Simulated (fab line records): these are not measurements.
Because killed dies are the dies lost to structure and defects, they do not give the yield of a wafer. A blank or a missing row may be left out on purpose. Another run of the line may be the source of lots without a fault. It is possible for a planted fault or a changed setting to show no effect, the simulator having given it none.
Which tool is to blame? / flow gf180mcu / 18 wafers sampled from 6 lots at 1 step of a route of 602

## WHAT THE GAUGES SHOWED, per wafer
GF_V5_OVL_MEAS_15.
lot=L221; measured=day 27 23:10; on=overlay-01; V5_OVL (nm)=-4 -1 6
lot=L223; measured=day 28 12:37; on=overlay-02; V5_OVL (nm)=-2 0 1
lot=L227; measured=day 29 19:49; on=overlay-01; V5_OVL (nm)=4 4 0
lot=L237; measured=day 32 11:31; on=overlay-01; V5_OVL (nm)=2 3 0
lot=L239; measured=day 32 18:16; on=overlay-01; V5_OVL (nm)=0 9 1
lot=L241; measured=day 33 09:43; on=overlay-01; V5_OVL (nm)=3 -3 6

## WHICH TOOL RAN EACH LOT (tool, then ch and the chambers of the sampled wafers, then the start)
No process step before these readings appears in the record.

## THE ANSWER, worked out from the rows above alone
Rule: the usual values come from the lots themselves. Put in order of their means at a reading, lots are off if they are a third of the lots or fewer, leave a main group of 4 or more, and stand apart from it by a gap of 3 or more times the standard deviation of the main group's means; of several such gaps the widest counts. A main group whose means are all the same, to the digits that the tables above print for the reading, isn't used. Also off: a lot with no number at a reading for which 4 or more lots have one. Any other lot the step has rows for is counted as sound.
Nothing can be told from this: no lot is off at any reading shown.

## WHAT THE SIMULATOR HAD PUT IN
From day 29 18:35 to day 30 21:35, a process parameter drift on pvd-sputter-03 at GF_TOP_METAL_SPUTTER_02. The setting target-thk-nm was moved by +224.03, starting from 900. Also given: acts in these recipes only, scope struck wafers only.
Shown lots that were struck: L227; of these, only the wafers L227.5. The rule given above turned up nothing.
